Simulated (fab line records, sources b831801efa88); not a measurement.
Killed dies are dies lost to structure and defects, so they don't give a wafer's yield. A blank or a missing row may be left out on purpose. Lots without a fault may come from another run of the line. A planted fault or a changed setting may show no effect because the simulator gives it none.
fab line records | flow sky130
record lots=12 wafers=35 last_day=50
route steps=708 shown METAL4@600 VIA4@650 METAL5@661 PAD_OPEN@708
lots that met no fault: from a run of the same line without faults
start_h: hours from the record's first day to the start of the lot's first wafer shown | wait_h: hours since the lot's step before | " the same as in the row above | L1.1+2: a row that stands for several wafers | - no value, or no start given | * or withheld: withheld | < > ~ a bound
route shown NAME@n: a module of which the file shows steps, and the number in the route of the first | usual: mean/standard deviation of fault-free wafers | same: alike in all rows | chamber/n: place in a boat | sites: the reading at each site | _std_site: their standard deviation | _edge_site: outer sites' mean less inner sites' | radius_mm: how far each site lies from the wafer's centre | mask NAME#n: copy n | behind: the tool/chamber that last shaped the wafer | hold: why the lot was held/for how many hours/how that ended | device: the transistor (n, p or np) that didn't switch | end of line: the same wafers' tests at the end of the route | a step without rows: its recipe alone | killed: dies lost to structure and defects at the first sort, not the wafer's yield | map: a wafer's dies, x killed, . not, _ none there
set.NAME: the setting as run; set.NAME@STEP: as run at that earlier step | model.NAME: the simulator's own value behind a step, which no gauge read
steps of the route over a sample of lots; a table a step, a row a wafer
services: from which hour (start_h, from the record's first day; less than 0 if before it) a tool's chamber was out of use, for how many hours, and why
## steps
# step SKY_METAL4_SPUTTER_02
# recipe material=AlCu target_thk_nm=735 power_w=10600 time_s=39.1 chamber_pressure_pa=0.4
# usual throttle_valve_pct=29.9/0.95
# columns lot.wafer tool chamber start_h wait_h throttle_valve_pct
L982.1 pvd_sputter-03 - 919.52 0.0 30.6
L982.4 " - " " 30.2
L982.5 " - " " 28.8
L984.1 pvd_sputter-04 - 950.62 0.0 28.3
L984.2 " - " " 30.3
L984.6 " - " " 31.6
L985.4 pvd_sputter-03 - 955.63 0.0 28.6
L985.5 " - " " 30.5
L985.6 " - " " 31.7
L987.1 pvd_sputter-03 - 966.22 0.0 29.8
L987.3 " - " " 31.7
L987.6 " - " " 31.8
L988.1 pvd_sputter-02 - 976.86 0.0 29.4
L988.4 " - " " 28.9
L988.6 " - " " 30.3
L989.2 pvd_sputter-02 - 982.57 0.0 29.8
L989.5 " - " " 30.1
L989.6 " - " " 28.9
L990.1 pvd_sputter-02 - 989.73 0.0 29.9
L990.3 " - " " 29.6
L990.5 " - " " 29.2
L992.2 pvd_sputter-02 - 1004.22 0.0 30.1
L992.4 " - " " 30.2
L993.1 pvd_sputter-02 - 1010.58 0.0 30.2
L993.4 " - " " 29.2
L993.5 " - " " 30.2
L102.1 pvd_sputter-04 - 1077.01 0.0 31.8
L102.3 " - " " 30.5
L102.5 " - " " 31.8
L103.2 pvd_sputter-02 - 1080.01 0.0 29.2
L103.5 " - " " 30.3
L103.6 " - " " 28.6
L105.2 pvd_sputter-02 - 1086.70 0.0 28.7
L105.4 " - " " 30.1
L105.5 " - " " 28.7
# step SKY_METAL4_METAL_ETCH_18
# recipe target_depth_a=8450 stop_on=SiO2 over_etch_frac=0.3 time_s=183.1 chemistry=Cl2/BCl3 resist_sidewall_deg=88 pressure_mtorr=10 icp_w=900 bias_w=48.5 Cl2_flow_sccm=60 bcl3_flow_sccm=30
# usual drypump_motor_current_A=6.0/0.46 oes_product_au=0.868/0.0055 throttle_valve_pct=22.264/0.0087
# columns lot.wafer tool chamber start_h wait_h drypump_motor_current_A oes_product_au rf_hours_counter_h throttle_valve_pct
L982.1 rie_metal-01 0 967.32 0.0 6.3 0.867 19 22.266
L982.4 " 0 " " 6.3 0.870 - 22.265
L982.5 " 0 " " 6.3 0.871 - 22.259
L984.1 rie_metal-01 0 999.52 0.0 6.3 0.865 22 22.270
L984.2 " 1 " " 6.3 0.862 0 22.251
L984.6 " 0 " " 6.3 0.864 - 22.276
L985.4 rie_metal-03 0 1003.37 0.1 5.0 0.882 - 22.262
L985.5 " 1 " " 5.1 0.866 - 22.261
L985.6 " 0 " " 5.0 0.862 - 22.260
L987.1 rie_metal-03 1 1014.37 0.0 5.1 0.868 11 22.258
L987.3 " 1 " " 5.1 0.867 - 22.270
L987.6 " 0 " " 5.0 0.877 - 22.260
L988.1 rie_metal-01 1 1025.29 0.0 6.3 0.871 2 22.264
L988.4 " 1 " " 6.3 0.875 - 22.261
L988.6 " 0 " " 6.3 0.875 - 22.268
L989.2 rie_metal-01 1 1030.36 0.0 6.3 0.859 2 22.259
L989.5 " 0 " " 6.3 0.876 - 22.262
L989.6 " 1 " " 6.3 0.871 - 22.261
L990.1 rie_metal-03 0 1036.86 0.0 5.0 0.864 12 22.264
L990.3 " 1 " " 5.1 0.869 - 22.268
L990.5 " 1 " " 5.1 0.874 - 22.271
L992.2 rie_metal-01 0 1050.06 0.0 6.3 0.856 25 22.271
L992.4 " 1 " " 6.3 0.903 - 22.254
L993.1 rie_metal-02 1 1056.09 0.0 6.3 0.854 21 22.243
L993.4 " 1 " " 6.3 0.910 - 22.269
L993.5 " 1 " " 6.3 0.908 - 22.256
L102.1 rie_metal-01 0 1118.04 0.0 6.3 0.861 1 22.248
L102.3 " 1 " " 6.2 0.866 - 22.287
L102.5 " 0 " " 6.3 0.860 - 22.252
L103.2 rie_metal-01 1 1121.07 0.0 6.3 0.880 9 22.252
L103.5 " 1 " " 6.3 0.880 - 22.290
L103.6 " 0 " " 6.3 0.868 - 22.247
L105.2 rie_metal-02 0 1127.43 0.0 5.9 0.861 5 22.263
L105.4 " 1 " " 6.3 0.865 - 22.256
L105.5 " 1 " " 6.3 0.859 - 22.258
# step SKY_VIA4_OVL_MEAS_11
# usual VIA4_OVL=0.1/1.6
# columns lot.wafer tool chamber start_h wait_h VIA4_OVL[nm]
L982.1 overlay-02 - 991.77 0.1 0.9
L982.4 " - " " 1.7
L982.5 " - " " -0.3
L984.1 overlay-02 - 1024.02 0.1 -0.3
L984.2 " - " " 2.0
L984.6 " - " " -1.5
L985.4 overlay-02 - 1027.64 0.1 1.1
L985.5 " - " " 1.2
L985.6 " - " " 0.2
L987.1 overlay-01 - 1038.81 0.1 -2.0
L987.3 " - " " 0.0
L987.6 " - " " 0.9
L988.1 overlay-01 - 1048.81 0.1 0.6
L988.4 " - " " -0.7
L988.6 " - " " 1.5
L989.2 overlay-01 - 1053.69 0.1 -0.2
L989.5 " - " " -0.1
L989.6 " - " " -0.8
L990.1 overlay-01 - 1059.36 0.1 0.7
L990.3 " - " " 0.3
L990.5 " - " " 2.4
L992.2 overlay-01 - 1072.36 0.1 1.4
L992.4 " - " " 3.7
L993.1 overlay-02 - 1079.01 0.1 -0.9
L993.4 " - " " -0.1
L993.5 " - " " -1.6
L102.1 overlay-02 - 1138.24 0.1 -0.9
L102.3 " - " " -4.1
L102.5 " - " " -1.9
L103.2 overlay-01 - 1141.39 0.1 1.0
L103.5 " - " " 1.8
L103.6 " - " " 1.2
L105.2 overlay-01 - 1146.97 0.1 2.8
L105.4 " - " " 2.6
L105.5 " - " " 4.7
# step SKY_VIA4_RS_MEAS_19
# recipe thk_meas_gauge=four-point-probe reads=W_of_VIA4_CVD_18+TiN_of_VIA4_SPUTTER_17
# usual VIA4_W_RS=0.228/0.003
# columns lot.wafer tool chamber start_h wait_h VIA4_W_RS[ohm/sq]
L982.1 film_metro-01 - 992.73 0.1 0.228
L982.4 " - " " 0.231
L982.5 " - " " 0.229
L984.1 film_metro-01 - 1024.97 0.1 0.224
L984.2 " - " " 0.226
L984.6 " - " " 0.224
L985.4 film_metro-01 - 1028.60 0.1 0.227
L985.5 " - " " 0.227
L985.6 " - " " 0.224
L987.1 film_metro-01 - 1039.74 0.1 0.226
L987.3 " - " " 0.226
L987.6 " - " " 0.224
L988.1 film_metro-04 - 1049.72 0.1 0.228
L988.4 " - " " 0.226
L988.6 " - " " 0.226
L989.2 film_metro-04 - 1054.62 0.1 0.230
L989.5 " - " " 0.228
L989.6 " - " " 0.229
L990.1 film_metro-03 - 1060.27 0.1 0.223
L990.3 " - " " 0.228
L990.5 " - " " 0.224
L992.2 film_metro-01 - 1073.29 0.1 0.227
L992.4 " - " " 0.227
L993.1 film_metro-03 - 1079.94 0.1 0.225
L993.4 " - " " 0.225
L993.5 " - " " 0.224
L102.1 film_metro-04 - 1139.16 0.1 0.228
L102.3 " - " " 0.229
L102.5 " - " " 0.229
L103.2 film_metro-01 - 1142.36 0.1 0.226
L103.5 " - " " 0.224
L103.6 " - " " 0.226
L105.2 film_metro-01 - 1147.90 0.1 0.233
L105.4 " - " " 0.232
L105.5 " - " " 0.223
# step SKY_METAL5_SPUTTER_00
# recipe material=Ti target_thk_nm=15 power_w=3000 time_s=10 chamber_pressure_pa=0.4
# usual throttle_valve_pct=29.6/1
# columns lot.wafer tool chamber start_h wait_h throttle_valve_pct
L982.1 pvd_sputter-01 - 993.21 0.1 27.7
L982.4 " - " " 30.1
L982.5 " - " " 30.3
L984.1 pvd_sputter-03 - 1025.45 0.1 30.6
L984.2 " - " " 28.6
L984.6 " - " " 31.6
L985.4 pvd_sputter-01 - 1029.02 0.1 29.2
L985.5 " - " " 29.4
L985.6 " - " " 27.8
L987.1 pvd_sputter-03 - 1040.22 0.2 30.1
L987.3 " - " " 30.4
L987.6 " - " " 30.0
L988.1 pvd_sputter-01 - 1050.23 0.2 29.9
L988.4 " - " " 30.1
L988.6 " - " " 27.5
L989.2 pvd_sputter-01 - 1055.08 0.1 30.3
L989.5 " - " " 27.8
L989.6 " - " " 29.4
L990.1 pvd_sputter-01 - 1060.75 0.1 29.8
L990.3 " - " " 28.0
L990.5 " - " " 29.1
L992.2 pvd_sputter-03 - 1074.57 0.1 31.6
L992.4 " - " " 30.4
L993.1 pvd_sputter-03 - 1081.77 0.2 31.4
L993.4 " - " " 28.7
L993.5 " - " " 31.7
L102.1 pvd_sputter-02 - 1139.64 0.2 30.2
L102.3 " - " " 29.2
L102.5 " - " " 30.1
L103.2 pvd_sputter-01 - 1142.82 0.1 29.1
L103.5 " - " " 29.3
L103.6 " - " " 29.7
L105.2 pvd_sputter-03 - 1148.36 0.2 30.6
L105.4 " - " " 29.8
L105.5 " - " " 30.3
# step SKY_PAD_OPEN_PROBE_99
# usual defect_limited_yield=82.4/1.8 killed_at_M0_to_M3=45/6.8 killed_at_M4_up=3.2/1.6 killed_at_contacts=24/5.1 killed_at_front_end=14/4.4 killed_at_other=0.4/0.65 killed_dies=87/8.8 killed_open=47/7.2 killed_short=39/6.1 sort_bin_3_pad_short=0.9/0.38 sort_bin_5_function=10.4/1.5 sort_bin_6_memory=6.4/1.1 sort_n_pass=405/8.8 sort_yield_pct=82.4/1.8
# same gross_dies=492 killed_at_back_side=0 sort_bin_4_leakage[%]=0 sort_bin_8_speed[%]=0
# columns lot.wafer tool chamber start_h wait_h defect_limited_yield[%] killed_at_M0_to_M3 killed_at_M4_up killed_at_contacts killed_at_front_end killed_at_other killed_dies killed_open killed_short sort_bin_3_pad_short[%] sort_bin_5_function[%] sort_bin_6_memory[%] sort_n_pass sort_yield_pct[%]
L993.1 prober-02 - 1144.91 0.1 80.9 53 3 23 14 1 94 47 45 1.0 9.8 8.3 398 80.9
L993.5 prober-02 - 1145.11 0.2 80.7 50 7 23 14 1 95 56 38 0.8 11.8 6.7 397 80.7
# killed by level:class
L993.1 VIA2:geometric_particle:open=11 VIA1:geometric_particle:open=9 CONTACT:geometric_particle:open=8 METAL1:geometric_particle:short=8 LOCAL_INTERCONNECT:geometric_particle:short=6 VIA3:geometric_particle:open=5 POLY_CUT:geometric_particle:short=4 CONTACT:geometric_particle:short=4
L993.5 VIA3:geometric_particle:open=11 VIA2:geometric_particle:open=9 CONTACT:geometric_particle:open=9 METAL2:geometric_particle:short=7 VIA1:geometric_particle:open=6 LI_CONTACT:geometric_particle:open=5 METAL2:geometric_particle:open=5 LI_CONTACT:geometric_particle:short=4
## services
# columns tool chamber start_h hours kind
pvd_sputter-01 - 912.02 5.0 repair
pvd_sputter-04 - 942.86 2.5 repair
rie_metal-01 1 954.60 - clean
rie_metal-01 1 954.60 34.2 scheduled_down
rie_metal-01 1 954.60 34.2 vent_cycle
rie_metal-02 - 956.76 1.4 pm
pvd_sputter-01 - 962.70 3.1 repair
rie_metal-02 0 969.84 10.9 repair
pvd_sputter-04 - 1036.50 5.6 repair
rie_metal-02 0 1050.42 - clean
rie_metal-02 0 1050.42 17.3 scheduled_down
rie_metal-02 0 1050.42 17.3 vent_cycle
pvd_sputter-01 - 1051.63 1.2 repair
rie_metal-01 1 1057.85 5.7 repair
pvd_sputter-02 - 1065.20 1.7 repair
rie_metal-01 0 1096.52 - clean
rie_metal-01 0 1096.52 16.4 scheduled_down
rie_metal-01 0 1096.52 16.4 vent_cycle
pvd_sputter-01 - 1101.81 2.2 repair
pvd_sputter-03 - 1119.91 2.9 repair
pvd_sputter-03 - 1137.58 1.2 repair
## key
first_sign step=SKY_METAL4_METAL_ETCH_18 reading=oes_product_au direction=up sigmas=7.1 usual=0.868 struck=0.907
effect none on later readings
met_at SKY_METAL4_SPUTTER_02
struck_lots L992,L993
struck_wafers L992.4,L993.4,L993.5
not_acting_at SKY_VIA4_OVL_MEAS_11,SKY_VIA4_RS_MEAS_19,SKY_METAL5_SPUTTER_00
onset_between 989.73 1004.22
fault kind=process_parameter_drift tool=pvd_sputter-02 chamber=- onset_h=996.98 steps=SKY_METAL4_SPUTTER_02 channel=time_s offset=* shape=step end_h=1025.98 scope=struck_wafers_only acts_in=* stated=*
